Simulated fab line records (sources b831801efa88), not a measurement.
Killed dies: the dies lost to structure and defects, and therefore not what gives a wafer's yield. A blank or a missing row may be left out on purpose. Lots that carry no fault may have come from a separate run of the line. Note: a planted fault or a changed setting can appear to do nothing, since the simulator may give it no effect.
fab line records    flow sfq_line
record lots=6  wafers=18  last_day=91
route steps=325 shown I2@111 M3@118
lots untouched by any fault: they come from a run of this same line in which no faults occurred
start_h: hours from the record's opening day to when the first of the lot's shown wafers began    wait_h: time in hours since the lot's previous step    " repeats the value in the row above    L1.1+2: a single row standing in for several wafers    - no value, or no start given    * or withheld: withheld    < > ~ a bound
route shown NAME@n: a module of which the file shows steps, and the number in the route of the first    usual: the fault-free wafers' mean and standard deviation    same: alike in all rows    chamber/n: place in a boat    sites: each site's reading    _std_site: the values' standard deviation    _edge_site: mean of outer sites minus mean of inner sites    radius_mm: for every site, how far away it sits from the centre of the wafer    mask NAME#n: copy n    behind: the most recent tool/chamber to have shaped the wafer    hold: cause of the lot's hold/its duration in hours/its outcome    device: transistor that didn't switch, given as n, p or np    end of line: the route-end tests of the same wafers    a step given without rows: its recipe and nothing more    killed: dies that structure and defects cost at the first sort, which is not the same as the wafer's yield    map: a wafer's dies, x killed, . not, _ none there
set.NAME: the setting the step ran with; set.NAME@STEP: the setting that earlier step ran with    model.NAME: the simulator's own value behind a step, which no gauge read
lots at some steps of the route; a table a step, a row a wafer
services: from which hour (start_h, from the record's first day; less than 0 if before it) a tool's chamber was out of use, for how many hours, and why
## steps
# step SFQ_TRILAYER_I2_VIA_LITHO_PEB_070
# recipe peb_temp_c=115  peb_time_s=60  resist=KrF
# step SFQ_TRILAYER_I2_VIA_LITHO_DEVELOP_069
# recipe time_s=60  resist=KrF
# step SFQ_I2_OVL_MEAS_918
# usual I2_OVL=-2/5.1
lot.wafer  tool        chamber  start_h  wait_h  I2_OVL[nm]
L694.2     overlay-02  -        1031.09  0.1     -1
L694.3     "           -        "        "       2
L694.6     "           -        "        "       -2
L699.1     overlay-02  -        1069.48  0.1     3
L699.2     "           -        "        "       6
L699.5     "           -        "        "       9
L700.1     overlay-01  -        1076.68  0.1     0
L700.5     "           -        "        "       -3
L700.6     "           -        "        "       -3
L705.1     overlay-02  -        1153.61  0.1     -5
L705.2     "           -        "        "       -4
L705.3     "           -        "        "       -7
L708.2     overlay-02  -        1204.51  0.1     -5
L708.3     "           -        "        "       -6
L708.4     "           -        "        "       -2
L709.1     overlay-02  -        1206.90  0.1     -1
L709.3     "           -        "        "       1
L709.6     "           -        "        "       -1
# step SFQ_TRILAYER_I2_VIA_BARC_OPEN_VIA_ETCH_096
# recipe mask_material=PR  chemistry=O2  target_depth_nm=125  target=BARC  source_w=500  bias_w=80  pressure_mtorr=30  time_s=41.7
# usual drypump_motor_current_A=5.7/0.41  oes_product_au=0.685/0.0052
lot.wafer  tool         chamber  start_h  wait_h  drypump_motor_current_A  oes_product_au  rf_hours_counter_h
L694.2     rie_diel-04  0        1031.12  0.0     5.5                      0.695           20
L694.3     "            2        "        "       5.5                      0.683           5
L694.6     "            0        "        "       5.5                      0.686           -
L699.1     rie_diel-04  0        1069.52  0.0     5.5                      0.678           0
L699.2     "            2        "        "       5.5                      0.683           6
L699.5     "            0        "        "       5.5                      0.687           -
L700.1     rie_diel-02  1        1076.72  0.0     5.2                      0.688           7
L700.5     "            0        "        "       5.9                      0.693           -
L700.6     "            1        "        "       5.2                      0.683           -
L705.1     rie_diel-02  3        1153.65  0.0     6.2                      0.690           4
L705.2     "            0        "        "       5.9                      0.691           12
L705.3     "            1        "        "       5.2                      0.686           8
L708.2     rie_diel-03  0        1204.54  0.0     5.6                      0.682           10
L708.3     "            2        "        "       4.7                      0.681           11
L708.4     "            1        "        "       5.6                      0.692           3
L709.1     rie_diel-02  0        1206.94  0.0     5.9                      0.698           13
L709.3     "            1        "        "       5.2                      0.675           9
L709.6     "            1        "        "       5.2                      0.686           -
# step SFQ_TRILAYER_I2_VIA_ETCH_VIA_ETCH_070
# recipe target=SiO2  stop_on=Nb  mask_material=PR  taper_deg=20  chemistry=CHF3  target_depth_nm=260  source_w=500  bias_w=80  pressure_mtorr=30  time_s=withheld
# usual drypump_motor_current_A=5.7/0.41  oes_product_au=0.855/0.0052
lot.wafer  tool         chamber  start_h  wait_h  drypump_motor_current_A  oes_product_au
L694.2     rie_diel-04  0        1031.16  0.0     5.5                      0.860
L694.3     "            2        "        "       5.5                      0.850
L694.6     "            0        "        "       5.5                      0.850
L699.1     rie_diel-04  0        1069.56  0.0     5.5                      0.865
L699.2     "            2        "        "       5.5                      0.858
L699.5     "            0        "        "       5.5                      0.857
L700.1     rie_diel-02  1        1076.76  0.0     5.2                      0.851
L700.5     "            0        "        "       6.0                      0.858
L700.6     "            1        "        "       5.2                      0.856
L705.1     rie_diel-02  3        1153.69  0.0     6.2                      0.855
L705.2     "            0        "        "       5.9                      0.852
L705.3     "            1        "        "       5.2                      0.852
L708.2     rie_diel-03  0        1204.58  0.0     5.6                      0.845
L708.3     "            2        "        "       4.7                      0.848
L708.4     "            1        "        "       5.6                      0.848
L709.1     rie_diel-02  0        1206.98  0.0     5.9                      0.842
L709.3     "            1        "        "       5.2                      0.856
L709.6     "            1        "        "       5.2                      0.858
# step SFQ_TRILAYER_I2_VIA_STRIP_STRIP_071
# recipe gas=O2  power_w=200  platen_temp_c=40  overash_fraction=0.65  chemistry=O2  pressure_mtorr=50
# usual drypump_motor_current_A=6.3/0.33  oes_product_au=1.000/0.0075
lot.wafer  tool          chamber  start_h  wait_h  drypump_motor_current_A  oes_product_au  rf_hours_counter_h
L694.2     rie_metal-04  1        1031.27  -       6.6                      0.994           74
L694.3     "             0        "        "       6.5                      1.005           -
L694.6     "             0        "        "       6.5                      0.995           -
L699.1     rie_metal-02  0        1069.67  -       6.1                      1.000           2
L699.2     "             1        "        "       5.6                      1.013           81
L699.5     "             1        "        "       5.6                      1.003           -
L700.1     rie_metal-02  0        1076.87  -       6.1                      1.005           3
L700.5     "             0        "        "       6.1                      0.992           -
L700.6     "             1        "        "       5.5                      1.005           -
L705.1     rie_metal-04  0        1153.80  -       6.5                      1.002           86
L705.2     "             1        "        "       6.6                      1.006           89
L705.3     "             0        "        "       6.5                      1.010           -
L708.2     rie_metal-04  0        1204.69  -       6.5                      1.004           94
L708.3     "             0        "        "       6.4                      0.998           -
L708.4     "             1        "        "       6.6                      0.992           -
L709.1     rie_metal-04  1        1207.09  -       6.6                      0.997           97
L709.3     "             0        "        "       6.5                      1.004           -
L709.6     "             0        "        "       6.5                      0.993           -
# step SFQ_TRILAYER_I2_VIA_STRIP_SOLV_CLEAN_072
# recipe chemistry=NMP  temp_c=70  time_s=600
# step SFQ_TRILAYER_M3_DEP_PRE_CLEAN_074
# recipe gas=Ar  time_s=22.5  bias_v=250
# step SFQ_TRILAYER_M3_DEP_SPUTTER_073
# recipe material=Nb  base_pressure_pa=1.33e-06  chamber_pressure_pa=0.1333  substrate_temp_c=20  resputter_cathode_voltage_v=400  target_thk_nm=200  power_w=2000  time_s=133.3
# step SFQ_M3_RS_MEAS_919
# recipe thk_meas_gauge=four-point-probe  reads=Nb_of_TRILAYER_M3_DEP_SPUTTER_073
# usual M3_NB_RS=0.889/0.0073
lot.wafer  tool           chamber  start_h  wait_h  M3_NB_RS[ohm/sq]
L694.2     film_metro-02  -        1032.19  0.1     0.890
L694.3     "              -        "        "       0.897
L694.6     "              -        "        "       0.893
L699.1     film_metro-03  -        1070.78  0.0     0.891
L699.2     "              -        "        "       0.890
L699.5     "              -        "        "       0.891
L700.1     film_metro-03  -        1077.94  0.0     0.875
L700.5     "              -        "        "       0.882
L700.6     "              -        "        "       0.875
L705.1     film_metro-01  -        1154.69  0.0     0.895
L705.2     "              -        "        "       0.898
L705.3     "              -        "        "       0.895
L708.2     film_metro-01  -        1205.61  0.1     0.884
L708.3     "              -        "        "       0.890
L708.4     "              -        "        "       0.881
L709.1     film_metro-01  -        1207.99  0.0     0.894
L709.3     "              -        "        "       0.884
L709.6     "              -        "        "       0.885
# step SFQ_TRILAYER_M3_LITHO_COAT_080
# recipe resist=BARC  spin_rpm=3000  resist_thk_nm=62
# step SFQ_TRILAYER_M3_LITHO_COAT_075
# recipe resist=KrF  spin_rpm=3000  resist_thk_nm=600
# usual exhaust_pa=45.1/0.79  resist_line_temp_C=22.99/0.1
lot.wafer  tool            chamber  start_h  wait_h  exhaust_pa  resist_line_temp_C  model.KrF_of_TRILAYER_M3_LITHO_COAT_075.thk_nm
L694.2     litho_track-01  0        1032.70  0.2     46.9        23.00               598.1
L694.3     "               0        "        "       46.4        22.97               599.8
L694.6     "               0        "        "       44.1        23.00               599.9
L699.1     litho_track-01  0        1071.26  0.2     45.9        22.95               592.6
L699.2     "               0        "        "       44.6        23.00               594.4
L699.5     "               0        "        "       45.1        22.87               601.6
L700.1     litho_track-01  0        1078.42  0.2     45.8        22.92               591.7
L700.5     "               0        "        "       45.3        22.95               599.6
L700.6     "               0        "        "       44.6        23.01               598.8
L705.1     litho_track-04  0        1155.17  0.2     45.8        23.14               601
L705.2     "               0        "        "       45.3        23.07               601.8
L705.3     "               0        "        "       45.2        22.99               600.1
L708.2     litho_track-01  0        1206.12  0.2     44.8        23.01               601.4
L708.3     "               0        "        "       44.5        22.99               600.2
L708.4     "               0        "        "       45.9        22.86               600.8
L709.1     litho_track-02  0        1208.47  0.2     44.2        22.97               603
L709.3     "               0        "        "       45.9        23.09               603.7
L709.6     "               0        "        "       44.1        23.11               601.5
# step SFQ_TRILAYER_M3_LITHO_SOFTBAKE_079
# recipe temp_c=withheld  time_s=withheld  resist=KrF
# step SFQ_TRILAYER_M3_LITHO_EXPOSE_076
# recipe mask_id=M3  na=0.6  source_shape=conventional  sigma_outer=0.65  target_cd_nm=500  dose_mj=14.4
# step SFQ_TRILAYER_M3_LITHO_PEB_078
# recipe peb_temp_c=115  peb_time_s=60  resist=KrF
# step SFQ_TRILAYER_M3_LITHO_DEVELOP_077
# recipe time_s=60  resist=KrF
# step SFQ_M3_OVL_MEAS_921
# usual M3_OVL=2/5.3
lot.wafer  tool        chamber  start_h  wait_h  M3_OVL[nm]
L694.2     overlay-01  -        1182.68  0.1     4
L694.3     "           -        "        "       2
L694.6     "           -        "        "       2
L699.1     overlay-01  -        1217.70  0.1     4
L699.2     "           -        "        "       9
L699.5     "           -        "        "       -1
L700.1     overlay-01  -        1226.10  0.1     3
L700.5     "           -        "        "       8
L700.6     "           -        "        "       8
L705.1     overlay-01  -        1294.50  0.1     -5
L705.2     "           -        "        "       -12
L705.3     "           -        "        "       -7
L708.2     overlay-02  -        1347.75  0.1     -1
L708.3     "           -        "        "       -2
L708.4     "           -        "        "       3
L709.1     overlay-01  -        1348.94  0.1     1
L709.3     "           -        "        "       -3
L709.6     "           -        "        "       -2
# step SFQ_TRILAYER_M3_BARC_OPEN_METAL_ETCH_100
# recipe mask_material=PR  chemistry=O2  target_depth_nm=125  target=BARC  icp_w=600  bias_w=80  pressure_mtorr=10  time_s=41.7
# usual drypump_motor_current_A=6.0/0.45  oes_product_au=0.686/0.0044
lot.wafer  tool          chamber  start_h  wait_h  drypump_motor_current_A  oes_product_au  rf_hours_counter_h
L694.2     rie_metal-04  1        1182.71  0.0     6.6                      0.688           94
L694.3     "             1        "        "       6.6                      0.685           -
L694.6     "             1        "        "       6.6                      0.693           -
L699.1     rie_metal-02  0        1217.74  0.0     6.1                      0.684           21
L699.2     "             0        "        "       6.0                      0.689           -
L699.5     "             0        "        "       6.1                      0.685           -
L700.1     rie_metal-01  0        1226.14  0.0     5.4                      0.686           98
L700.5     "             0        "        "       5.4                      0.679           -
L700.6     "             1        "        "       5.6                      0.686           -
L705.1     rie_metal-04  1        1294.53  0.0     6.6                      0.684           107
L705.2     "             0        "        "       6.5                      0.686           108
L705.3     "             1        "        "       6.6                      0.686           -
L708.2     rie_metal-04  1        1347.78  0.0     6.6                      0.682           115
L708.3     "             1        "        "       6.5                      0.686           -
L708.4     "             0        "        "       6.5                      0.683           -
L709.1     rie_metal-02  0        1348.98  0.0     6.1                      0.684           41
L709.3     "             0        "        "       6.1                      0.681           -
L709.6     "             0        "        "       6.1                      0.681           -
# step SFQ_TRILAYER_M3_ETCH_METAL_ETCH_078
# recipe target=Nb  stop_on=SiO2  mask_material=PR  chemistry=Cl2/Ar  target_depth_nm=240  icp_w=600  bias_w=80  pressure_mtorr=10  time_s=120
# usual drypump_motor_current_A=6.0/0.45  oes_product_au=0.894/0.0067
lot.wafer  tool          chamber  start_h  wait_h  drypump_motor_current_A  oes_product_au  rf_hours_counter_h  model.KrF_of_TRILAYER_M3_LITHO_COAT_075.thk_nm
L694.2     rie_metal-04  1        1182.77  0.0     6.6                      0.890           94                  381.8
L694.3     "             1        "        "       6.5                      0.888           -                   381.1
L694.6     "             1        "        "       6.6                      0.884           -                   381.8
L699.1     rie_metal-02  0        1217.86  0.1     6.0                      0.900           22                  376
L699.2     "             0        "        "       6.1                      0.892           -                   375.8
L699.5     "             0        "        "       6.1                      0.896           -                   384.2
L700.1     rie_metal-01  0        1226.20  0.0     5.3                      0.907           98                  376.4
L700.5     "             0        "        "       5.4                      0.904           -                   384.4
L700.6     "             1        "        "       5.6                      0.907           -                   382.1
L705.1     rie_metal-04  1        1294.59  0.0     6.6                      0.896           107                 383
L705.2     "             0        "        "       6.5                      0.893           108                 382.3
L705.3     "             1        "        "       6.6                      0.891           -                   381.7
L708.2     rie_metal-04  1        1347.84  0.0     6.6                      0.901           115                 384.9
L708.3     "             1        "        "       6.6                      0.896           -                   381.9
L708.4     "             0        "        "       6.5                      0.902           -                   383
L709.1     rie_metal-02  0        1349.04  0.0     6.1                      0.896           41                  385.3
L709.3     "             0        "        "       6.0                      0.900           -                   387.9
L709.6     "             0        "        "       6.1                      0.899           -                   384.1
# step SFQ_TRILAYER_M3_STRIP_STRIP_079
# recipe gas=O2  power_w=200  platen_temp_c=40  overash_fraction=0.65  chemistry=O2  pressure_mtorr=50
# usual drypump_motor_current_A=6.0/0.45  oes_product_au=0.997/0.0073
lot.wafer  tool          chamber  start_h  wait_h  drypump_motor_current_A  oes_product_au  rf_hours_counter_h
L694.2     rie_metal-04  1        1182.90  0.1     6.7                      1.001           94
L694.3     "             1        "        "       6.6                      0.998           -
L694.6     "             1        "        "       6.7                      1.002           -
L699.1     rie_metal-02  0        1218.11  0.2     6.1                      0.997           22
L699.2     "             0        "        "       6.1                      1.005           -
L699.5     "             0        "        "       6.1                      0.996           -
L700.1     rie_metal-01  0        1226.32  0.1     5.4                      0.994           98
L700.5     "             0        "        "       5.4                      0.984           -
L700.6     "             1        "        "       5.6                      1.000           -
L705.1     rie_metal-04  1        1294.72  0.1     6.6                      1.004           107
L705.2     "             0        "        "       6.5                      0.994           108
L705.3     "             1        "        "       6.6                      1.003           -
L708.2     rie_metal-04  1        1347.96  0.1     6.7                      0.999           115
L708.3     "             1        "        "       6.6                      1.001           -
L708.4     "             0        "        "       6.4                      1.004           -
L709.1     rie_metal-02  0        1349.16  0.1     6.1                      1.000           41
L709.3     "             0        "        "       6.1                      0.999           -
L709.6     "             0        "        "       6.1                      1.004           -
## services
tool          chamber  start_h  hours  kind
rie_diel-04   3        1021.71  8.4    repair
rie_diel-04   0        1060.88  2.4    repair
rie_diel-02   1        1098.04  6.2    repair
rie_diel-04   3        1103.78  4.7    repair
rie_diel-02   3        1115.20  6.7    repair
rie_diel-04   0        1128.54  14.8   repair
rie_diel-02   -        1138.16  2.8    pm
rie_diel-04   3        1142.68  7.8    repair
rie_metal-01  -        1163.95  0.2    repair
rie_diel-02   3        1206.45  7.7    repair
rie_metal-02  1        1210.74  22.7   repair
rie_diel-04   -        1211.50  0.2    repair
rie_diel-04   2        1227.37  2.3    repair
rie_metal-04  -        1228.26  9.1    repair
rie_metal-04  1        1242.20  11.4   repair
rie_diel-04   2        1251.42  10.0   repair
rie_diel-04   2        1264.78  22.6   repair
rie_diel-04   3        1270.67  7.4    repair
rie_diel-04   0        1273.38  12.8   repair
rie_diel-02   3        1281.64  15.5   repair
rie_diel-04   3        1290.10  3.2    repair
rie_diel-02   -        1298.89  28.1   pm
rie_diel-02   1        1332.12  1.2    repair
rie_metal-01  -        1347.60  2.8    pm
## key
first_sign none at tools or gauges
model_effect step=SFQ_TRILAYER_M3_LITHO_COAT_075  value=KrF_of_TRILAYER_M3_LITHO_COAT_075.thk_nm  without=601.3  struck=592.9
model_effect step=SFQ_TRILAYER_M3_ETCH_METAL_ETCH_078  value=KrF_of_TRILAYER_M3_LITHO_COAT_075.thk_nm  without=384.5  struck=376.1
met_at SFQ_TRILAYER_M3_LITHO_COAT_075
struck_wafers L699.1,L699.2,L700.1
onset_between 1032.70 1071.26
fault kind=process_parameter_drift  tool=litho_track-01  chamber=-  onset_h=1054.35  steps=SFQ_TRILAYER_M3_LITHO_COAT_075  channel=resist_thk_nm  offset=-8.3669  shape=step  end_h=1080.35  scope=struck_wafers_only  acts_in=these_recipes_only  stated=600
